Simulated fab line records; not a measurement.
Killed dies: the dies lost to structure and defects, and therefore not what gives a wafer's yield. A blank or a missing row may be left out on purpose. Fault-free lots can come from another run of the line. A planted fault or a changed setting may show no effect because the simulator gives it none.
Which tool was responsible? | flow sky130 | 18 wafers from 6 lots sampled at 2 of the route's 708 steps

== WHAT THE GAUGES SHOWED, per wafer ==
SKY_NWELL_TW_MEAS_26.
lot  | measured     | on            | NWELL_2_TW
L760 | day 5 15:31  | film-metro-04 | 495.1 492.8 490.9
L763 | day 6 09:31  | film-metro-04 | 492.4 493.4 492.5
L766 | day 7 01:41  | film-metro-01 | 490.6 494.3 489.9
L771 | day 8 09:40  | film-metro-04 | 493.6 498.1 496.3
L777 | day 10 00:14 | film-metro-01 | 494.4 493.9 495.9
L780 | day 10 14:09 | film-metro-04 | 494.8 493.4 495.1

== WHICH TOOL RAN EACH LOT (tool, then ch and the chambers of the sampled wafers, then the start) ==
lot  | SKY_DNWELL_STRIP_08
L760 | plasma-asher-04 ch 0, day 3 11:41
L763 | plasma-asher-03 ch 0,1, day 4 01:47
L766 | plasma-asher-02 ch 0,1, day 4 17:50
L771 | plasma-asher-03 ch 1, day 5 22:32
L777 | plasma-asher-03 ch 0,1, day 7 09:44
L780 | plasma-asher-02 ch 0,1, day 7 21:53
- SKY_DNWELL_STRIP_08: strips in O2/N2.

== THE ANSWER, worked out from the rows above alone ==
Rule: the lots themselves supply what counts as usual. Put in order of their means at a reading, lots are off if they are a third of the lots or fewer, leave a main group of 4 or more, and stand apart from it by a gap of 3 or more times the standard deviation of the main group's means; of several such gaps the widest counts. Not used: any main group whose means are identical at the precision the tables above print for the reading. A lot without any number at a reading at which 4 lots or more have one is off too. The other lots that the step has rows for count as sound.
No lot is off at any reading shown: from this, nothing can be told.

== WHAT THE SIMULATOR HAD PUT IN ==
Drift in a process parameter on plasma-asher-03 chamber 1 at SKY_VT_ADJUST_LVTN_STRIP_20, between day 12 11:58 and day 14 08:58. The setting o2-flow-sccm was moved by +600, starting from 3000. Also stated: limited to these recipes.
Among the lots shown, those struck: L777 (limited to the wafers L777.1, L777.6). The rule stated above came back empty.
